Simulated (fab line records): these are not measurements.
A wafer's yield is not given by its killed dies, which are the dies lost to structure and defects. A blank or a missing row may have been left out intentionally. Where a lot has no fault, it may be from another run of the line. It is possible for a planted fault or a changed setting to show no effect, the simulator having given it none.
The same fault as seen by 2 desks -- flow gf180mcu -- every desk sees just its own numbers, and what lay behind them comes last

## THE METROLOGY DESK
What the gauges read, lot by lot, whatever tool the lot ran on: means of the sampled wafers that have a number. Any lot whose mean is over 4 standard deviations away from the usual mean is out of limits and marked OUT; that distance is given in the brackets.
Columns: A = V5_CVD_02_THK at GF_V5_THK_MEAS_03, usual 1446 nm; B = V5_W_RS at GF_V5_RS_MEAS_24, usual 0.326 ohm/sq; C = PASSIVATION_CVD_02_THK at GF_PASSIVATION_THK_MEAS_03, usual 700 nm
lot,first seen here,A,B,C
L847,day 26 09:06,1477,0.322,707
L848,day 26 21:20,1426,0.325,696
L849,day 26 21:55,1475,0.329,693
L852,day 27 23:18,1473,0.328,707
L853,day 28 11:55,1455,0.325,701
L855,day 28 22:13,1435,0.325,692
L857,day 29 14:31,1422,0.325,709
L858,day 29 18:54,1438,0.329,704
L859,day 30 04:49,1434,0.329,708
L861,day 30 15:40,1444,0.327,712
L865,day 32 01:51,1438,0.328,700
L867,day 32 06:38,1474,0.322,706
L870,day 33 00:05,1453,0.326,699
Result from this desk: across the 13 lots, nothing is out of limits.

## FOR THE TOOL OWNER'S DESK: pvd sputter-04
The tool's own readings at GF_M2_SPUTTER_03 (material Ti, target thk 10 nm, time 6.7 s): means of the sampled wafers that have a number, for each lot that ran on this tool. Any lot whose mean is over 4 standard deviations away from the usual mean is out of limits and marked OUT; that distance is given in the brackets.
Columns: A = throttle valve pct at GF_M2_SPUTTER_03, usual 30.1 %
lot,first seen here,A
L847,day 18 05:46,30.3
L849,day 18 19:53,31.2
L852,day 20 02:47,30.3
L855,day 21 09:52,30.9
L858,day 22 10:44,31.4
L861,day 23 12:15,29.0
L865,day 25 01:09,30.2
L867,day 25 10:45,31.1
Result from this desk: across the 8 lots, nothing is out of limits.

## BROUGHT TOGETHER
The metrology desk saw nothing out of limits.
The desk of the tool owner found nothing out of limits.

## WHAT WAS PUT IN BY THE SIMULATOR
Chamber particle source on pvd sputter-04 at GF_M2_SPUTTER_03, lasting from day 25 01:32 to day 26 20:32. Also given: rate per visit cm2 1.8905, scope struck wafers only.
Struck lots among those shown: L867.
